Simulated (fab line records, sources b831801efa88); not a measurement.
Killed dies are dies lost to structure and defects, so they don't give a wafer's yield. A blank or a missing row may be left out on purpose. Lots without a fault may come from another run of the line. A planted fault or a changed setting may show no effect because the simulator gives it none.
A struck lot beside a sound one | flow sky130 | 16 steps out of a route of 708
Sound: wafers L401.1, L401.2, L401.6. Struck: wafer L411.3. (L411.1, L411.4 of the same lot were not struck and are left out.) The cause comes at the end.
At each step with rows: each side's tool, then ch and its chambers, then its first start. Under that, the readings that differ: sound wafers | struck wafers | difference of the means | sigmas: that difference in standard deviations of wafers without a fault.
alike: readings whose means differ by less than 2 such deviations, and words and numbers that are the same on both sides. not compared: withheld readings, readings that some wafer has no value for, bounds like >300 that may hide the same value, and numbers for which the record gives no deviation and whose values overlap.
The two part at a step that has a row with sigmas, a row that says differs or no value, or rows on one side only. Numbers that don't overlap but have no deviation are shown without sigmas and don't part them. A reading that every wafer of one side lacks parts them only if that side has two wafers or more.

first, 2 steps without rows for these wafers: SKY_METAL4_PEB_11; SKY_METAL4_DEVELOP_12 (develop time 60 s).
SKY_METAL4_CD_MEAS_13: target cd 300 nm.
  sound on cd_sem-01, day 44 15:29; struck on cd_sem-01, day 47 05:05
  alike: cd_nm
SKY_METAL4_OVL_MEAS_14:
  sound on overlay-02, day 44 15:37; struck on overlay-01, day 47 05:13
  alike: METAL4_OVL
SKY_METAL4_DESCUM_15: chemistry O2, time 8 s.
  sound on rie_metal-01 ch 0,1, day 44 15:38; struck on rie_metal-01 ch 0, day 47 05:14
  reading               | sound             | struck | difference | sigmas
  oes_product_au (a.u.) | 0.995 1.003 0.987 | 1.014  | +0.019     | +2
  alike: drypump_motor_current_A
  not compared: rf_hours_counter_h
SKY_METAL4_ETCH_16: etches BARC in N2/H2, stops on SiO2, time 88.2 s, target depth 60 nm.
  sound on rie_metal-01 ch 0,1, day 44 15:41; struck on rie_metal-01 ch 0, day 47 05:17
  reading               | sound             | struck | difference | sigmas
  oes_product_au (a.u.) | 0.631 0.628 0.632 | 0.619  | -0.011     | -2
  alike: drypump_motor_current_A, h2_flow_sccm, throttle_valve_pct
  not compared: rf_hours_counter_h
SKY_METAL4_ETCH_17: etches SiO2 in C4F8/O2/Ar, stops on TiN, time 3.9 s, target depth 15 nm.
  sound on rie_diel-03 ch 1,3, day 44 15:46; struck on rie_diel-03 ch 2, day 47 05:22
  reading               | sound             | struck | difference | sigmas
  oes_product_au (a.u.) | 0.747 0.758 0.765 | 0.741  | -0.016     | -2
then, 1 step without rows for these wafers: SKY_METAL4_METAL_ETCH_18 (etches the open film in Cl2/BCl3, stops on SiO2, target depth 845 nm, time 183.1 s).
SKY_METAL4_STRIP_19: strips in O2/N2.
  sound on plasma_asher-04 ch 0,1, day 44 15:58; struck on plasma_asher-02 ch 0, day 47 05:34
  alike: drypump_motor_current_A, oes_product_au, strip_time_to_endpoint_s
  not compared: rf_hours_counter_h
then, 3 steps without rows for these wafers: SKY_METAL4_STRIP_20 (strips in post etch residue remover, time 1200 s); SKY_METAL4_CLEAN_21 (cleans in IPA, time 180 s); SKY_METAL4_CLEAN_22 (cleans in O3/DIW).
SKY_VIA4_HDPCVD_00: deposits SiO2, target thk 1750 nm, time 291.7 s.
  sound on hdpcvd-01 ch 1,2, day 44 16:38; struck on hdpcvd-02 ch 2, day 47 06:11
  reading                                  | sound             | struck | difference | sigmas
  sih4_flow_sccm (sccm)                    | 59.85 60.02 60.07 | 90.07  | +30.09     | +99 or more
  model.SiO2_of_VIA4_HDPCVD_00.thk_nm (nm) | 1754 1760 1727    | 2627   | +880       |
SKY_VIA4_THK_MEAS_01:
  sound on film_metro-02, day 44 16:49; struck on film_metro-01, day 47 06:22
  reading              | sound          | struck | difference | sigmas
  VIA4_HDPCVD_THK (nm) | 1755 1760 1726 | 2627   | +880       | +55
SKY_VIA4_CMP_02: polishes SiO2.
  sound on cmp-02 ch 1,2,3, day 44 16:53; struck on cmp-02 ch 1, day 47 06:28
  alike: motor_current_A, retaining_ring_pressure_frac, slurry_filter_dp_kPa
then, 1 step without rows for these wafers: SKY_PAD_OPEN_PROBE_99.

WHERE THEY PART
First at SKY_METAL4_DESCUM_15; last, within this record, at SKY_VIA4_THK_MEAS_01. Later steps at which nothing parts them and some readings are alike: SKY_VIA4_CMP_02.

WHY: what the simulator had put in
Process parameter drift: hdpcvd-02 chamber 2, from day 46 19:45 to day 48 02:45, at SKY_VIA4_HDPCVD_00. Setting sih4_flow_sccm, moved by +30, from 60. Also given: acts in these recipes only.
